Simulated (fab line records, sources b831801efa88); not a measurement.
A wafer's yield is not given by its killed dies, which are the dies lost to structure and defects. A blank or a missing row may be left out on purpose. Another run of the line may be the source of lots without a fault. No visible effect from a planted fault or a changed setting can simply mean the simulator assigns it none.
Which tool was responsible?    flow gf180mcu    Sampling: 12 lots, 36 wafers, 4 of 602 route steps

WHAT THE GAUGES READ, wafer by wafer
GF_STI_BOW_MEAS_00.
lot   measured     on             INCOMING_BOW (um)
L825  day 1 10:01  film-metro-04  3 -9 4
L826  day 1 15:01  film-metro-04  1 8 -11
L827  day 1 20:00  film-metro-03  -6 1 -10
L828  day 2 01:00  film-metro-04  -5 10 -10
L829  day 2 06:00  film-metro-03  9 5 3
L830  day 2 11:01  film-metro-04  -2 -18 2
L832  day 2 21:00  film-metro-02  8 -7 3
L834  day 3 07:00  film-metro-02  -10 3 -7
L839  day 4 08:02  film-metro-04  -4 -6 0
L844  day 5 09:01  film-metro-03  2 -7 -4
L846  day 5 19:01  film-metro-04  -2 0 -1
L847  day 6 00:02  film-metro-04  -4 3 -8

GF_DNWELL_TW_MEAS_09.
lot   measured     on             DNWELL_TW
L825  day 2 19:38  film-metro-02  1342 1338 1341
L826  day 3 02:32  film-metro-02  1337 1335 1332
L827  day 3 09:37  film-metro-01  1376 1372 1380
L828  day 3 11:31  film-metro-04  1377 1380 1382
L829  day 3 17:11  film-metro-01  1384 1378 1380
L830  day 3 21:14  film-metro-01  1373 1367 1367
L832  day 4 09:49  film-metro-04  1378 1375 1377
L834  day 4 18:16  film-metro-01  1370 1367 1366
L839  day 5 22:09  film-metro-01  1379 1373 1369
L844  day 6 23:26  film-metro-02  1339 1342 1338
L846  day 7 10:38  film-metro-02  1339 1349 1343
L847  day 7 15:12  film-metro-02  1344 1350 1346

GF_NWELL_OVL_MEAS_07.
lot   measured     on          NWELL_OVL (nm)
L825  day 3 07:24  overlay-02  -0.7 -2.1 -2.1
L826  day 3 15:34  overlay-01  -4.0 -4.0 -5.0
L827  day 3 22:20  overlay-01  0.3 -1.3 0.2
L828  day 4 00:35  overlay-02  -0.5 -0.2 0.2
L829  day 4 06:35  overlay-02  -1.2 -1.4 -1.6
L830  day 4 10:07  overlay-01  -2.6 -1.7 0.2
L832  day 4 22:59  overlay-01  -0.6 0.6 0.1
L834  day 5 08:20  overlay-01  1.6 1.8 1.7
L839  day 6 12:32  overlay-02  1.4 -0.1 2.1
L844  day 7 15:10  overlay-01  -2.4 -4.6 -3.4
L846  day 8 02:48  overlay-01  -0.3 -1.2 -1.8
L847  day 8 07:09  overlay-02  -2.4 -2.7 -1.0

WHICH TOOL RAN EACH LOT (tool, then ch and the chambers of the sampled wafers, then the start)
lot   GF_STI_CMP_25
L825  cmp-01 ch 0,3, day 2 05:01
L826  cmp-01 ch 1,2, day 2 10:29
L827  cmp-02 ch 0,1,2, day 2 18:26
L828  cmp-01 ch 0,1,2, day 2 20:08
L829  cmp-01 ch 1,2,3, day 3 01:41
L830  cmp-02 ch 0,1,3, day 3 05:46
L832  cmp-02 ch 0,1, day 3 17:07
L834  cmp-01 ch 0,2,3, day 4 02:20
L839  cmp-02 ch 0,2, day 5 04:40
L844  cmp-01 ch 0,1,3, day 6 05:13
L846  cmp-01 ch 1,3, day 6 16:26
L847  cmp-01 ch 0,3, day 6 20:49
- GF_STI_CMP_25: polishes, stops on Si3N4, t overpolish 33 s, target thk 524.6 nm.

WHAT THE TOOLS THEMSELVES READ (means of the sampled wafers that have a number; where no wafer has one, the mark that the record gives instead)
GF_STI_CMP_25.
lot   tool    head-pressure-psi (psi)  motor-current-A (A)  overpolish-run-s (s)  time-to-endpoint-s (s)
L825  cmp-01  4.003                    11.7                 32.999                123
L826  cmp-01  4.002                    11.8                 32.997                126
L827  cmp-02  4.003                    13.0                 32.992                125
L828  cmp-01  4.005                    12.1                 32.992                126
L829  cmp-01  4.011                    12.3                 32.997                125
L830  cmp-02  3.999                    12.5                 33.006                124
L832  cmp-02  3.994                    12.7                 31.535                123
L834  cmp-01  4.008                    12.2                 32.989                124
L839  cmp-02  4.002                    13.5                 31.539                126
L844  cmp-01  4.007                    12.2                 32.998                124
L846  cmp-01  4.002                    12.5                 32.992                127
L847  cmp-01  4.007                    11.9                 32.993                124

THE ANSWER, worked out from the rows above alone
Rule: the usual values come from the lots themselves. Put in order of their means at a reading, lots are off if they are a third of the lots or fewer, leave a main group of 4 or more, and stand apart from it by a gap of 3 or more times the standard deviation of the main group's means; of several such gaps the widest counts. Not used: any main group whose means are identical at the precision the tables above print for the reading. A lot without any number at a reading at which 4 lots or more have one is off too. Where the step has rows for the other lots, those lots are counted as sound. After the gauges, taken in route order, come the tools' own readings; for these a lot's mean is taken, as printed above. At the first step where some lot is off, the reading lying furthest off is the one used; lots without a number count as furthest.
Off: L832, L839, at GF_STI_CMP_25 (overpolish-run-s). The main group: mean 32.995 s, standard deviation 0.0047.
A tool fits if, at that step or a process step before it, it ran every lot that is off, and no sound lot after the first of them. One fits: cmp-02 at GF_STI_CMP_25. Its last sound lot is L830 (day 3 05:46), its first lot that is off L832 (day 3 17:07): a fault that began between those two fits.
The tool's own readings at GF_STI_CMP_25 bear it out: on the lots that are off they differ by more than 5 times the standard deviation of the sound lots' means. overpolish-run-s reads 31.537 s there against 32.995 s on the sound lots.

WHAT HAD BEEN PUT IN BY THE SIMULATOR
cmp-02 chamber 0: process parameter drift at GF_STI_CMP_25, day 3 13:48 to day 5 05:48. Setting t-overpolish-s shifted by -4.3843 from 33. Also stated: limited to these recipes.
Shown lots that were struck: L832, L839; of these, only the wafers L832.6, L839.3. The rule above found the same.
